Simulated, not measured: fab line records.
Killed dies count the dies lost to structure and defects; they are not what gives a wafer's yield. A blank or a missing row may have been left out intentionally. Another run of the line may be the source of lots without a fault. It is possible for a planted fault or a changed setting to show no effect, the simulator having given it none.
Matching of chambers + flow sky130 + 4 sister chambers for SKY_METAL3_ETCH_17 on rie-diel-02
The step etches SiO2 in C4F8/O2/Ar, stops on TiN, time 3.9 s, target depth 15 nm. 14 wafers are shown with their chamber, then 6 later ones without.

== WAFERS WITH THEIR CHAMBER ==
| wafer  | chamber | oes-product-au (a.u.) |
|--------|---------|-----------------------|
| L114.1 | 0       | 0.758                 |
| L114.5 | 0       | 0.761                 |
| L114.6 | 1       | 0.757                 |
| L115.4 | 3       | 0.759                 |
| L115.5 | 1       | 0.763                 |
| L115.6 | 2       | 0.756                 |
| L116.4 | 1       | 0.752                 |
| L116.5 | 2       | 0.751                 |
| L116.6 | 3       | 0.747                 |
| L120.1 | 0       | 0.744                 |
| L120.3 | 1       | 0.744                 |
| L127.4 | 3       | 0.757                 |
| L127.5 | 2       | 0.758                 |
| L127.6 | 1       | 0.757                 |

SIGNATURES, as means of the wafers listed above
| reading        | chamber 0 | chamber 1 | chamber 2 | chamber 3 | scatter within a chamber |
|----------------|-----------|-----------|-----------|-----------|--------------------------|
| oes-product-au | 0.75433   | 0.75460   | 0.75500   | 0.75433   | 0.00689                  |
Rule: for a wafer and a chamber, the distance is found by dividing, reading by reading, the gap between the wafer's reading and the chamber's mean by the reading's scatter, squaring, summing and taking the root. If the next closest chamber is less than 2 further off than the closest, the wafer can't be placed; otherwise it belongs to the closest. The scatter: the root of (the sum of the squares of (reading less its chamber's mean) over the shown wafers, divided by (wafers less chambers)).

== WAFERS WITH NO CHAMBER GIVEN ==
| wafer  | oes-product-au (a.u.) |
|--------|-----------------------|
| L131.2 | 0.747                 |
| L131.4 | 0.751                 |
| L131.5 | 0.754                 |
| L134.1 | 0.756                 |
| L134.3 | 0.751                 |
| L134.6 | 0.756                 |

== WHICH CHAMBER EACH ONE RAN IN ==
| wafer  | from the rows above               | in truth |
|--------|-----------------------------------|----------|
| L131.2 | can't be placed: 0 or 3 or 1 or 2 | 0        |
| L131.4 | can't be placed: 0 or 3 or 1 or 2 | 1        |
| L131.5 | can't be placed: 0 or 3 or 1 or 2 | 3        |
| L134.1 | can't be placed: 2 or 1 or 0 or 3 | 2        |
| L134.3 | can't be placed: 0 or 3 or 1 or 2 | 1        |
| L134.6 | can't be placed: 2 or 1 or 0 or 3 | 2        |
0 of 6 placed correctly. Can't be placed from these rows: 6 (the true chamber is among the candidates in 6). 0 placed wrongly.
